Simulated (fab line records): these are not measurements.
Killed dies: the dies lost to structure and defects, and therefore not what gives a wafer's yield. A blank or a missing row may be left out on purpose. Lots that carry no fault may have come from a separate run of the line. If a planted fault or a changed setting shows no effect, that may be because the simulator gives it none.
Struck lot and sound lot, side by side ; flow sky130 ; 17 steps out of a route of 708
Sound: wafers L311.1, L311.2, L311.3. Struck: wafers L315.1, L315.4. (L315.2 of the same lot was not struck and is left out.) The cause comes at the end.
Order at every step that has rows: each side's tool, ch and its chambers, its first start. Under that, the readings that differ: sound wafers ; struck wafers ; difference of the means ; sigmas: that difference in standard deviations of wafers without a fault.
alike: words and numbers the same on both sides, and readings whose means are apart by under 2 such deviations; not compared: readings that were withheld, readings missing a value for some wafer, numbers with overlapping values and no deviation given by the record, and bounds like >300 which may hide the same value.
A row with sigmas, a row that says differs or no value, or rows on one side alone: a step with any of these is where the two part. When numbers do not overlap yet have no deviation, they are printed without sigmas and do not part them. A reading that every wafer of one side lacks parts them only if that side has two wafers or more.

SKY_VT_ADJUST_HVTR_OVL_MEAS_08:
  sound on overlay-01 at day 11 02:10; struck on overlay-02 at day 12 01:14
  alike: VT_ADJUST_HVTR_OVL
next, for these wafers, 1 step has no rows: SKY_VT_ADJUST_HVTR_IMPLANT_09.
SKY_VT_ADJUST_HVTR_STRIP_10: strips in O2/N2.
  sound on plasma_asher-02 ch 0,1, day 11 02:20; struck on plasma_asher-02 ch 0,1, day 12 01:26
reading;sound;struck;difference;sigmas
strip_time_to_endpoint_s (s);14.17 14.20 14.16;14.11 14.07;-0.09;-2
  alike: chamber_pressure_mTorr, drypump_motor_current_A, oes_product_au
  not compared: rf_hours_counter_h
SKY_VT_ADJUST_HVTR_TW_MEAS_11:
  sound on film_metro-04 at day 11 02:26; struck on film_metro-03 at day 12 01:32
  alike: VT_ADJUST_HVTR_TW
then, 7 steps without rows for these wafers: SKY_VT_ADJUST_PCH_DEHYDRATE_00 (time 60 s); SKY_VT_ADJUST_PCH_HMDS_01 (prime time 60 s); SKY_VT_ADJUST_PCH_COAT_02 (resist thk 3000 nm); SKY_VT_ADJUST_PCH_SOFTBAKE_03; SKY_VT_ADJUST_PCH_EXPOSE_04 (exposes mask NWM, target cd 840 nm); SKY_VT_ADJUST_PCH_PEB_05; SKY_VT_ADJUST_PCH_DEVELOP_06 (develop time 60 s).
SKY_VT_ADJUST_PCH_OVL_MEAS_07:
  sound on overlay-01 at day 12 00:47; struck on overlay-01 at day 12 23:50
reading;sound;struck;difference;sigmas
VT_ADJUST_PCH_OVL (nm);-1.6 -1.9 -0.9;1.0 1.6;+2.8;+2
SKY_VT_ADJUST_PCH_IMPLANT_08:
  sound on implanter-03 ch 0, day 12 00:49; struck on implanter-03 ch 0, day 12 23:52
  alike: faraday_current_uA
SKY_VT_ADJUST_PCH_STRIP_09: strips in O2/N2.
  sound on plasma_asher-01 ch 0,1, day 12 00:58; struck on plasma_asher-01 ch 0,1, day 13 00:01
  alike: chamber_pressure_mTorr, drypump_motor_current_A, oes_product_au, strip_time_to_endpoint_s
  not compared: rf_hours_counter_h
SKY_VT_ADJUST_PCH_TW_MEAS_10:
  sound on film_metro-01 at day 12 01:04; struck on film_metro-02 at day 13 00:07
reading;sound;struck;difference;sigmas
VT_ADJUST_PCH_TW;144.0 143.6 142.8;141.2 140.0;-2.9;-4
then, 1 step without rows for these wafers: SKY_SONOS_TUNNEL_DEHYDRATE_00 (time 60 s).
-- here the record skips 35 days between the struck wafers' starts before and after, leaving off in module SONOS_TUNNEL and picking up in module PAD_OPEN (first step shown: number 708 of the route) --
SKY_PAD_OPEN_PROBE_99:
  sound on prober-01 at day 46 19:47; struck on prober-02 at day 47 23:12
reading;sound;struck;difference;sigmas
model.etest.pfet_01v8_lvt.vt_v_range;0.00809 0.01334 0.01066;0.02651 0.02595;+0.01553;
model.etest.pfet_01v8.vt_v_range;0.009068 0.0109 0.009082;0.02068 0.0137;+0.00751;
  alike: killed_at_M0_to_M3, killed_at_M4_up, killed_at_contacts, killed_at_front_end, killed_at_other, killed_dies, killed_open, killed_short

== WHERE THEY PART ==
First at SKY_VT_ADJUST_HVTR_STRIP_10; last, within this record, at SKY_VT_ADJUST_PCH_TW_MEAS_10. Later steps at which nothing parts them and some readings are alike: SKY_PAD_OPEN_PROBE_99.

WHY: the cause the simulator had injected
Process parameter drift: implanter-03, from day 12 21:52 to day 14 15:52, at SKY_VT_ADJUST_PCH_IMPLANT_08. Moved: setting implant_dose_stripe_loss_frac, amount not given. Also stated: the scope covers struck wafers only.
